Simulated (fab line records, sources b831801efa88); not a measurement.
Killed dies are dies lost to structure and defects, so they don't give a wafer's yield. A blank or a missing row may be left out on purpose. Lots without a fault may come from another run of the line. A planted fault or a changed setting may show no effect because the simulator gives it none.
fab line records | flow gf180mcu
record lots=14 wafers=40 last_day=34
route steps=602 shown M2@379 V2@396 M3@409
lots that met no fault: from a run of the same line without faults
start_h: hours from the record's first day to the start of the lot's first wafer shown | wait_h: hours since the lot's step before | " the same as in the row above | L1.1+2: a row that stands for several wafers | - no value, or no start given | * or withheld: withheld | < > ~ a bound
route shown NAME@n: a module of which the file shows steps, and the number in the route of the first | usual: mean/standard deviation of fault-free wafers | same: alike in all rows | chamber/n: place in a boat | sites: the reading at each site | _std_site: their standard deviation | _edge_site: outer sites' mean less inner sites' | radius_mm: how far each site lies from the wafer's centre | mask NAME#n: copy n | behind: the tool/chamber that last shaped the wafer | hold: why the lot was held/for how many hours/how that ended | device: the transistor (n, p or np) that didn't switch | end of line: the same wafers' tests at the end of the route | a step without rows: its recipe alone | killed: dies lost to structure and defects at the first sort, not the wafer's yield | map: a wafer's dies, x killed, . not, _ none there
set.NAME: the setting as run; set.NAME@STEP: as run at that earlier step | model.NAME: the simulator's own value behind a step, which no gauge read
steps of the route over a sample of lots; a table a step, a row a wafer
services: from which hour (start_h, from the record's first day; less than 0 if before it) a tool's chamber was out of use, for how many hours, and why
## steps
# step GF_M2_STRIP_17
# recipe chemistry=O2/N2 power_w=1400 pressure_mtorr=1500 platen_temp_c=250 o2_flow_sccm=3000 n2_flow_sccm=300 overash_fraction=0.5
# usual drypump_motor_current_A=5.7/0.43 heater_power_w=331/52 oes_product_au=0.536/0.0049 strip_time_to_endpoint_s=7.36/0.052
# columns lot.wafer tool chamber start_h wait_h drypump_motor_current_A heater_power_w oes_product_au rf_hours_counter_h strip_time_to_endpoint_s
L303.1 plasma_asher-03 0 446.11 0.1 6.1 347 0.535 74 7.34
L303.4 " 1 " " 6.0 282 0.540 - 7.41
L303.5 " 0 " " 6.1 342 0.534 - 7.35
L304.2 plasma_asher-04 0 453.24 0.1 5.9 281 0.543 67 7.43
L304.3 " 1 " " 5.4 337 0.529 - 7.34
L304.6 " 1 " " 5.4 341 0.531 - 7.40
L305.3 plasma_asher-03 1 466.73 0.1 6.0 276 0.539 - 7.30
L305.4 " 0 " " 6.1 340 0.541 - 7.39
L305.6 " 1 " " 6.0 288 0.534 - 7.26
L306.2 plasma_asher-04 1 474.02 0.1 5.5 343 0.534 70 7.33
L306.3 " 1 " " 5.4 334 0.539 - 7.42
L306.5 " 1 " " 5.4 335 0.539 - 7.33
L307.1 plasma_asher-03 1 484.78 0.2 6.0 281 0.535 76 7.40
L307.3 " 0 " " 6.1 342 0.540 - 7.42
L307.6 " 0 " " 6.1 348 0.533 - 7.38
L308.1 plasma_asher-03 0 490.68 0.2 6.1 335 0.532 77 7.37
L308.4 " 1 " " 6.0 290 0.536 - 7.37
L308.6 " 1 " " 6.0 274 0.538 - 7.39
L309.4 plasma_asher-02 1 501.89 0.1 6.1 336 0.544 - 7.39
L309.5 " 0 " " 4.8 451 0.534 - 7.40
L309.6 " 1 " " 6.1 325 0.528 - 7.29
L310.2 plasma_asher-03 1 511.04 0.1 6.0 279 0.532 79 7.36
L310.4 " 0 " " 6.1 343 0.538 - 7.34
L310.5 " 0 " " 6.1 339 0.541 - 7.37
L311.1 plasma_asher-03 1 524.85 0.1 6.0 285 0.539 80 7.32
L311.3 " 0 " " 6.1 341 0.536 - 7.35
L311.6 " 1 " " 6.0 276 0.543 - 7.31
L312.2 plasma_asher-04 0 534.69 0.1 5.9 291 0.538 76 7.31
L312.4 " 0 " " 5.8 290 0.545 - 7.47
L312.6 " 1 " " 5.4 336 0.543 - 7.44
L313.1 plasma_asher-02 1 540.40 0.1 6.1 329 0.543 11 7.30
L313.4 " 1 " " 6.0 324 0.543 - 7.42
L316.1 plasma_asher-04 1 562.60 0.1 5.4 336 0.538 79 7.33
L316.4 " 1 " " 5.4 349 0.534 - 7.33
L323.1 plasma_asher-04 0 612.68 0.1 5.9 285 0.542 85 7.43
L323.2 " 1 " " 5.4 339 0.531 85 7.28
L323.5 " 0 " " 5.8 282 0.539 - 7.42
L324.2 plasma_asher-04 0 620.10 0.1 5.8 283 0.530 85 7.26
L324.5 " 1 " " 5.4 349 0.534 - 7.28
L324.6 " 0 " " 5.9 277 0.547 - 7.43
# step GF_V2_CD_MEAS_14
# recipe target_cd_nm=260
# usual cd_nm=260.0/1.2
# columns lot.wafer tool chamber start_h wait_h cd_nm
L303.1 cd_sem-01 - 471.71 0.1 258.5
L303.4 " - " " 259.4
L303.5 " - " " 259.5
L304.2 cd_sem-02 - 479.04 0.1 258.3
L304.3 " - " " 260.2
L304.6 " - " " 261.0
L305.3 cd_sem-01 - 492.26 0.1 261.7
L305.4 " - " " 261.4
L305.6 " - " " 260.7
L306.2 cd_sem-01 - 498.89 0.1 260.5
L306.3 " - " " 260.8
L306.5 " - " " 260.1
L307.1 cd_sem-02 - 509.77 0.1 259.5
L307.3 " - " " 258.1
L307.6 " - " " 258.0
L308.1 cd_sem-01 - 515.67 0.1 260.8
L308.4 " - " " 260.3
L308.6 " - " " 260.6
L309.4 cd_sem-02 - 526.28 0.1 259.3
L309.5 " - " " 259.4
L309.6 " - " " 259.1
L310.2 cd_sem-01 - 535.34 0.1 259.9
L310.4 " - " " 261.3
L310.5 " - " " 261.3
L311.1 cd_sem-01 - 549.22 0.1 258.4
L311.3 " - " " 259.1
L311.6 " - " " 259.2
L312.2 cd_sem-02 - 558.53 0.1 258.5
L312.4 " - " " 257.3
L312.6 " - " " 257.7
L313.1 cd_sem-01 - 563.86 0.1 261.0
L313.4 " - " " 260.7
L316.1 cd_sem-02 - 585.06 0.1 261.7
L316.4 " - " " 262.4
L323.1 cd_sem-01 - 634.37 0.1 261.2
L323.2 " - " " 260.1
L323.5 " - " " 259.2
L324.2 cd_sem-02 - 641.44 0.1 260.1
L324.5 " - " " 260.1
L324.6 " - " " 260.0
# step GF_M3_SPUTTER_00
# recipe material=Ti target_thk_nm=37.5 arriving_ion_energy_ev=80 substrate_temp_c=200 chamber_pressure_pa=2 power_w=4000 time_s=150
# usual cathode_dc_power_W=4000.0/0.71 chamber_pressure_pa=2.000/0.0044 throttle_valve_pct=30.2/0.8
# columns lot.wafer tool chamber start_h wait_h cathode_dc_power_W chamber_pressure_pa throttle_valve_pct
L303.1 pvd_sputter-03 - 473.32 0.2 4000.9 1.997 30.1
L303.4 " - " " 4000.8 1.997 28.4
L303.5 " - " " 3999.2 2.003 28.4
L304.2 pvd_sputter-01 - 480.60 0.1 4000.5 2.006 30.3
L304.3 " - " " 3999.9 1.994 31.0
L304.6 " - " " 4000.5 1.989 30.0
L305.3 pvd_sputter-01 - 493.73 0.2 3999.5 2.001 30.2
L305.4 " - " " 4000.5 2.000 31.2
L305.6 " - " " 3999.8 2.005 30.4
L306.2 pvd_sputter-03 - 500.38 0.1 4000.4 1.993 29.6
L306.3 " - " " 4001.3 1.996 31.0
L306.5 " - " " 3998.8 1.995 29.8
L307.1 pvd_sputter-03 - 511.28 0.1 3999.5 2.003 30.4
L307.3 " - " " 3999.5 2.002 28.3
L307.6 " - " " 4000.3 2.005 30.6
L308.1 pvd_sputter-04 - 517.25 0.2 4000.5 2.004 30.8
L308.4 " - " " 3999.3 1.998 31.0
L308.6 " - " " 4000.1 2.007 29.1
L309.4 pvd_sputter-04 - 527.73 0.1 4000.7 2.000 30.8
L309.5 " - " " 4000.4 1.999 29.1
L309.6 " - " " 4000.6 1.997 31.1
L310.2 pvd_sputter-01 - 536.84 0.1 4001.4 2.002 31.3
L310.4 " - " " 3998.5 2.013 31.1
L310.5 " - " " 4001.2 2.002 30.4
L311.1 pvd_sputter-03 - 550.74 0.1 3999.4 1.996 30.4
L311.3 " - " " 4000.0 1.999 30.7
L311.6 " - " " 3999.4 2.000 29.8
L312.2 pvd_sputter-03 - 560.05 0.2 4000.1 1.998 30.4
L312.4 " - " " 3999.5 2.001 28.4
L312.6 " - " " 3998.6 1.999 29.8
L313.1 pvd_sputter-03 - 565.40 0.1 4000.3 2.007 30.3
L313.4 " - " " 3999.3 1.999 28.3
L316.1 pvd_sputter-03 - 586.60 0.2 3999.7 1.993 28.5
L316.4 " - " " 3999.6 1.996 30.0
L323.1 pvd_sputter-01 - 635.88 0.2 4000.4 1.999 31.1
L323.2 " - " " 3999.8 2.004 30.4
L323.5 " - " " 4000.9 2.007 30.4
L324.2 pvd_sputter-01 - 642.93 0.1 4000.1 2.005 30.5
L324.5 " - " " 3999.0 2.008 30.4
L324.6 " - " " 4000.3 2.004 30.4
# step GF_M3_SPUTTER_04
# recipe material=TiN target_thk_nm=50 power_w=6500 time_s=41.7 chamber_pressure_pa=0.4
# usual cathode_dc_power_W=6499.9/1.1 chamber_pressure_pa=0.3999/0.00079 throttle_valve_pct=30.2/0.79
# columns lot.wafer tool chamber start_h wait_h cathode_dc_power_W chamber_pressure_pa throttle_valve_pct
L303.1 pvd_sputter-03 - 473.50 0.0 6499.2 0.4005 29.9
L303.4 " - " " 6499.4 0.4000 28.6
L303.5 " - " " 6497.1 0.4013 28.4
L304.2 pvd_sputter-01 - 480.78 0.0 6498.2 0.3992 30.1
L304.3 " - " " 6501.5 0.4006 31.3
L304.6 " - " " 6498.3 0.4007 30.2
L305.3 pvd_sputter-01 - 493.91 0.0 6499.3 0.4011 30.4
L305.4 " - " " 6500.0 0.3999 31.1
L305.6 " - " " 6498.7 0.3997 29.9
L306.2 pvd_sputter-03 - 500.56 0.0 6499.1 0.3986 29.7
L306.3 " - " " 6498.2 0.4002 30.7
L306.5 " - " " 6500.8 0.3999 29.7
L307.1 pvd_sputter-03 - 511.47 0.0 6498.8 0.4011 30.9
L307.3 " - " " 6500.5 0.4004 28.5
L307.6 " - " " 6500.0 0.3999 30.5
L308.1 pvd_sputter-04 - 517.43 0.0 6501.5 0.3993 30.6
L308.4 " - " " 6498.5 0.4000 30.9
L308.6 " - " " 6500.2 0.3991 29.2
L309.4 pvd_sputter-04 - 527.91 0.0 6501.7 0.3998 30.7
L309.5 " - " " 6498.9 0.3987 29.2
L309.6 " - " " 6501.0 0.3999 30.8
L310.2 pvd_sputter-01 - 537.02 0.0 6497.9 0.3999 31.2
L310.4 " - " " 6499.8 0.4001 31.3
L310.5 " - " " 6500.0 0.3991 30.2
L311.1 pvd_sputter-03 - 550.92 0.0 6499.3 0.4006 30.4
L311.3 " - " " 6499.3 0.3998 30.9
L311.6 " - " " 6498.5 0.3994 29.8
L312.2 pvd_sputter-03 - 560.23 0.0 6501.3 0.4006 30.3
L312.4 " - " " 6501.5 0.4013 28.3
L312.6 " - " " 6498.7 0.4007 29.9
L313.1 pvd_sputter-03 - 565.58 0.0 6502.2 0.3997 30.2
L313.4 " - " " 6501.5 0.4000 28.2
L316.1 pvd_sputter-03 - 586.78 0.0 6499.4 0.3997 28.1
L316.4 " - " " 6500.9 0.3995 30.0
L323.1 pvd_sputter-01 - 636.06 0.0 6499.5 0.3994 31.2
L323.2 " - " " 6500.0 0.3996 30.7
L323.5 " - " " 6500.2 0.3988 30.2
L324.2 pvd_sputter-01 - 643.11 0.0 6501.0 0.4004 30.6
L324.5 " - " " 6500.9 0.4003 30.3
L324.6 " - " " 6498.9 0.4008 30.3
# step GF_M3_THK_MEAS_06
# recipe thk_meas_gauge=xrf reads=AlCu_of_M3_SPUTTER_02
# usual M3_ALCU_THK=448/6.9
# columns lot.wafer tool chamber start_h wait_h M3_ALCU_THK[nm]
L303.1 film_metro-03 - 473.66 0.1 441
L303.4 " - " " 444
L303.5 " - " " 442
L304.2 film_metro-03 - 480.95 0.1 453
L304.3 " - " " 451
L304.6 " - " " 445
L305.3 film_metro-03 - 494.09 0.1 452
L305.4 " - " " 444
L305.6 " - " " 448
L306.2 film_metro-03 - 500.73 0.1 446
L306.3 " - " " 444
L306.5 " - " " 446
L307.1 film_metro-03 - 511.62 0.1 440
L307.3 " - " " 440
L307.6 " - " " 437
L308.1 film_metro-02 - 517.59 0.1 445
L308.4 " - " " 442
L308.6 " - " " 449
L309.4 film_metro-02 - 528.10 0.1 450
L309.5 " - " " 460
L309.6 " - " " 452
L310.2 film_metro-03 - 537.19 0.1 450
L310.4 " - " " 446
L310.5 " - " " 447
L311.1 film_metro-01 - 551.08 0.1 434
L311.3 " - " " 439
L311.6 " - " " 441
L312.2 film_metro-03 - 560.40 0.1 446
L312.4 " - " " 455
L312.6 " - " " 447
L313.1 film_metro-01 - 565.74 0.1 421
L313.4 " - " " 425
L316.1 film_metro-02 - 586.94 0.1 431
L316.4 " - " " 430
L323.1 film_metro-02 - 636.22 0.1 462
L323.2 " - " " 464
L323.5 " - " " 469
L324.2 film_metro-02 - 643.28 0.1 459
L324.5 " - " " 461
L324.6 " - " " 465
## services
# columns tool chamber start_h hours kind
plasma_asher-04 - 427.14 2.8 pm
plasma_asher-02 0 430.25 - clean
plasma_asher-02 1 430.25 - clean
pvd_sputter-04 1 435.02 - consumable_replace:kit
pvd_sputter-04 1 435.02 18.0 scheduled_down
pvd_sputter-04 1 435.02 18.0 vent_cycle
pvd_sputter-03 - 446.95 9.6 repair
plasma_asher-03 - 450.86 15.6 pm
pvd_sputter-01 - 483.10 1.8 repair
pvd_sputter-01 - 484.83 1.9 repair
plasma_asher-02 - 505.55 3.2 repair
plasma_asher-03 - 506.09 1.3 repair
plasma_asher-04 - 511.22 4.3 pm
pvd_sputter-01 1 532.60 - consumable_replace:kit
pvd_sputter-01 1 532.60 18.0 scheduled_down
pvd_sputter-01 1 532.60 18.0 vent_cycle
pvd_sputter-03 - 544.52 1.6 repair
pvd_sputter-03 3 612.05 - consumable_replace:kit
pvd_sputter-03 3 612.05 18.0 scheduled_down
pvd_sputter-03 3 612.05 18.0 vent_cycle
## key
first_sign step=GF_M3_THK_MEAS_06 reading=M3_ALCU_THK direction=down sigmas=3.1 usual=448 struck=427
effect none on later readings
met_at GF_M3_SPUTTER_04
struck_lots L313,L316
struck_wafers L313.1,L313.4,L316.1,L316.4
sort_left_out L313.1,L313.4
not_acting_at GF_M2_STRIP_17,GF_V2_CD_MEAS_14,GF_M3_SPUTTER_00
onset_between 560.23 565.58
fault kind=process_parameter_drift tool=pvd_sputter-03 chamber=- onset_h=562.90 steps=GF_M3_SPUTTER_04 channel=target_thk_nm offset=19.234 shape=step end_h=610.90 scope=struck_wafers_only acts_in=these_recipes_only stated=50
# sort_left_out: the simulated sort isn't trusted on such a fault, so these wafers' sort isn't shown, and their yield isn't known
